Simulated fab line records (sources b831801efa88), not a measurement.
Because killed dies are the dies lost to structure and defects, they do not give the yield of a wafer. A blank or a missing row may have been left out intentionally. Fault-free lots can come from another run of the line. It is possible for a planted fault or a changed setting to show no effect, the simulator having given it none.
Problem report, 8D (eight disciplines) form, completed by code -- flow gf180mcu -- the parts of the form that need people (team, actions taken, sign-off) are left out

1. PROBLEM STATEMENT
PSD_TW at GF_PSD_TW_MEAS_11 reads a mean of 30 on 3 wafers of 1 lot; wafers without a fault read 3171 with a standard deviation of 24. So: -99 or more standard deviations from the usual mean.
Earliest sighting: wafer L728.3 on film metro-03 at day 17 18:56. At this step, 39 wafers from 13 lots have a number in the record. Rule for "out", or "out of limits": more than 4 standard deviations from the usual mean. The rest of the wafers with a number are treated as sound.

2. WHAT IT IS, WHAT IT ISN'T
question,is,is not
which readings at this step,PSD_TW,-
which lots,L728,"L719, L720, L721, L723, L724, L725, L726, L727, L738, L739, L740, L741"
which wafers of those lots,all that have a number,-
read on which gauges,film metro-03,"film metro-01, film metro-02"
when,from day 17 18:56,"up to then (24 sound wafers); but 12 sound wafers of L738, L739, L740, L741 came after"

3. SUSPECTS, AND WHAT RULES EACH OUT
Counting: a tool stays on the suspect list if, at a process step up to the reading, it processed all lots that are out and no sound lot following the first of them.
- the gauge at GF_PSD_TW_MEAS_11 is ruled out. All the wafers that are out were read on film metro-03, but those of them that GF_NSD_STRIP_11 has rows for are out there too, on other tools.
- plasma asher-04 at GF_HV_LDD_STRIP_22 (strips in O2/N2): ruled out as a lasting fault. Sound lots L741 ran on it after its first lot that is out, L728 (day 14 00:28).
- plasma asher-01 at GF_HV_LDD_STRIP_37 (strips in O2/N2): kept. It ran the lot that is out, L728 (day 14 21:33), and no sound lot after that; its last sound lot up to then is L727 (day 14 10:34).
- plasma asher-02 at GF_NSD_STRIP_11 (strips in O2/N2): kept. It ran the lot that is out, L728 (day 16 19:37), and no sound lot after that; its last sound lot up to then is L727 (day 16 06:07). On those wafers its own readings are out: oes product au.
- plasma asher-03 at GF_PSD_STRIP_10 (strips in O2/N2): ruled out as a lasting fault. Sound lots L741 ran on it after its first lot that is out, L728 (day 17 18:50).
After counting, plasma asher-01 at GF_HV_LDD_STRIP_37 and plasma asher-02 at GF_NSD_STRIP_11 remain.

4. THE CAUSE (what the simulator had put in)
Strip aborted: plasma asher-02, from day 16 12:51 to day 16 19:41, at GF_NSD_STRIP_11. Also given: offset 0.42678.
Counting left 2 suspects, and this tool is among them.

5. THE EFFECT CHAIN, in route order
Each row: a reading whose mean over the struck wafers that have a number lies more than 3 standard deviations from the usual. Only readings whose record carries a usual standard deviation are examined. hours: median over the lots of the time between each lot's start at the first step of this table that gives one and its start at this step. sigmas: the change, counted in usual standard deviations.
hours,step,reading,usual,on struck wafers,change,sigmas
0,GF_NSD_STRIP_11,oes product au,0.487 a.u.,0.556,+0.069,+17
23,GF_PSD_STRIP_10,oes product au,0.593 a.u.,0.617,+0.024,+5.5
23,GF_PSD_STRIP_10,strip time to endpoint s,16.52 s,19.70,+3.18,+74
23,GF_PSD_TW_MEAS_11,PSD_TW,3171,30,-3141,-99 or more
Process steps it contains:
- GF_NSD_STRIP_11: strips in O2/N2.
- GF_PSD_STRIP_10: strips in O2/N2.
Readings that are blank on the struck wafers while sound wafers have them: strip time to endpoint s at GF_NSD_STRIP_11.

6. HOW IT WOULD HAVE BEEN CAUGHT EARLIER
Counted from the fault's start at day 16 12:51, it took 30 hours until the first out-of-limits reading at a measuring or inspecting step in this record, taken at day 17 18:56.
The tool's own readings at GF_NSD_STRIP_11 were out on every struck wafer that the step has a row for (oes product au): an alarm limit on them would have fired on the first of those.
All the lots that are out (1) had begun GF_NSD_STRIP_11 on plasma asher-02 by day 17 18:56. Holding the tool at that point would not have protected any of them.
